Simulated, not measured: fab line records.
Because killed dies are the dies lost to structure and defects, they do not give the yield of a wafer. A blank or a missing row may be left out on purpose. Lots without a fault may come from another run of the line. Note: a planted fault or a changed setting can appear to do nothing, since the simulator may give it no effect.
Comparing a struck lot with a sound one || flow sky130 || 18 steps out of a route of 708
Sound: these wafers, L925.2, L925.4, L925.5. Wafers L939.1, L939.5, L939.6 were the ones struck. The cause comes at the end.
Per side, at each step with rows, come the tool, then ch with its chambers, and then its first start. Under that, the readings that differ: sound wafers || struck wafers || difference of the means || sigmas: that difference in standard deviations of wafers without a fault.
alike: readings whose means differ by less than 2 such deviations, and words and numbers that are the same on both sides. not compared: withheld readings, readings that some wafer has no value for, bounds like >300 that may hide the same value, and numbers for which the record gives no deviation and whose values overlap.
The two part at a step that has a row with sigmas, a row that says differs or no value, or rows on one side only. Numbers that don't overlap but have no deviation are shown without sigmas and don't part them. A reading missing from all wafers of one side parts the sides only when that side holds two or more wafers.

first, 9 steps without rows for these wafers: SKY_CAP2M_CLEAN_17 (cleans in O3/DIW); SKY_METAL4_DEHYDRATE_05 (time 60 s); SKY_METAL4_HMDS_06 (prime time 60 s); SKY_METAL4_COAT_07 (resist thk 60 nm); SKY_METAL4_COAT_08 (resist thk 1140 nm); SKY_METAL4_SOFTBAKE_09 (time 90 s); SKY_METAL4_EXPOSE_10 (exposes mask MM4, target cd 300 nm); SKY_METAL4_PEB_11; SKY_METAL4_DEVELOP_12 (develop time 60 s).
SKY_METAL4_CD_MEAS_13 targets a cd of 300 nm.
  struck on cd_sem-01, day 46 00:11; sound on cd_sem-01, day 41 22:55
{"reading": "cd_nm (nm)", "sound": "296.2 297.9 297.7", "struck": "301.9 302.8 301.9", "difference": "+4.9", "sigmas": "+3"}
SKY_METAL4_OVL_MEAS_14:
  struck on overlay-01, day 46 00:19; sound on overlay-01, day 41 23:01
  alike: METAL4_OVL
SKY_METAL4_DESCUM_15: chemistry O2, time 8 s.
  sound on rie_metal-02 ch 0, day 41 23:03; struck on rie_metal-02 ch 0,1, day 46 00:21
  alike: drypump_motor_current_A, oes_product_au, rf_fwd_power_W
  not compared: rf_hours_counter_h
SKY_METAL4_ETCH_16: etches BARC in N2/H2, stops on SiO2, time 88.2 s, target depth 60 nm.
  sound on rie_metal-02 ch 0, day 41 23:05; struck on rie_metal-02 ch 0,1, day 46 00:23
  no value came back on the struck wafers for any of 7 readings (bias_w (W), chamber_pressure_mTorr (mTorr) and others); on the sound wafers bias_w (W) reads 100.22 100.01 100.21
{"reading": "model.KrF-thick_of_METAL4_COAT_08.thk_nm (nm)", "sound": "1074 1076 1075", "struck": "1124 1124 1126", "difference": "+50", "sigmas": ""}
  not compared: rf_hours_counter_h
SKY_METAL4_ETCH_17: etches SiO2 in C4F8/O2/Ar, stops on TiN, time 3.9 s, target depth 15 nm.
  sound on rie_diel-02 ch 0,2, day 41 23:11; struck on rie_diel-01 ch 2,3, day 46 00:29
{"reading": "oes_product_au (a.u.)", "sound": "0.744 0.758 0.745", "struck": "0.372 0.379 0.380", "difference": -0.372, "sigmas": -56}
  alike: bias_w, chamber_pressure_mTorr, rf_fwd_power_W
  not compared: rf_hours_counter_h
SKY_METAL4_METAL_ETCH_18: etches the open film in Cl2/BCl3, stops on SiO2, target depth 845 nm, time 183.1 s.
  sound on rie_metal-04 ch 0,1, day 41 23:12; struck on rie_metal-04 ch 0,1, day 46 00:30
{"reading": "oes_product_au (a.u.)", "sound": "0.866 0.865 0.854", "struck": "0.371 0.379 0.383", "difference": -0.484, "sigmas": -74}
{"reading": "model.KrF-thick_of_METAL4_COAT_08.thk_nm (nm)", "sound": "534.2 516.6 519", "struck": "577.9 566.7 581.9", "difference": "+52.2", "sigmas": ""}
  alike: bcl3_flow_sccm, bias_w, drypump_motor_current_A, rf_fwd_power_W, throttle_valve_pct
  not compared: rf_hours_counter_h
SKY_METAL4_STRIP_19: strips in O2/N2.
  sound on plasma_asher-03 ch 0,1, day 41 23:23; struck on plasma_asher-01 ch 0,1, day 46 00:41
{"reading": "oes_product_au (a.u.)", "sound": "0.505 0.503 0.500", "struck": "0.523 0.518 0.527", "difference": "+0.020", "sigmas": "+4"}
{"reading": "strip_time_to_endpoint_s (s)", "sound": "6.60 6.43 6.47", "struck": "7.04 6.93 7.08", "difference": "+0.52", "sigmas": "+7"}
  alike: drypump_motor_current_A
  not compared: rf_hours_counter_h
then, 1 step without rows for these wafers: SKY_METAL4_STRIP_20 (strips in post etch residue remover, time 1200 s).
-- the record jumps here: 3 days lie between the struck wafers' starts before and after (it left off in module METAL4 and takes up again in module PAD_OPEN, whose first step shown is number 708 of the route) --
SKY_PAD_OPEN_PROBE_99:
  the record has rows for the struck wafers here (prober-01, day 49 10:42) and none for the sound ones

WHERE THEY PART
At SKY_METAL4_CD_MEAS_13 first; at SKY_PAD_OPEN_PROBE_99 last (within this record only).

WHY: what had been put in by the simulator
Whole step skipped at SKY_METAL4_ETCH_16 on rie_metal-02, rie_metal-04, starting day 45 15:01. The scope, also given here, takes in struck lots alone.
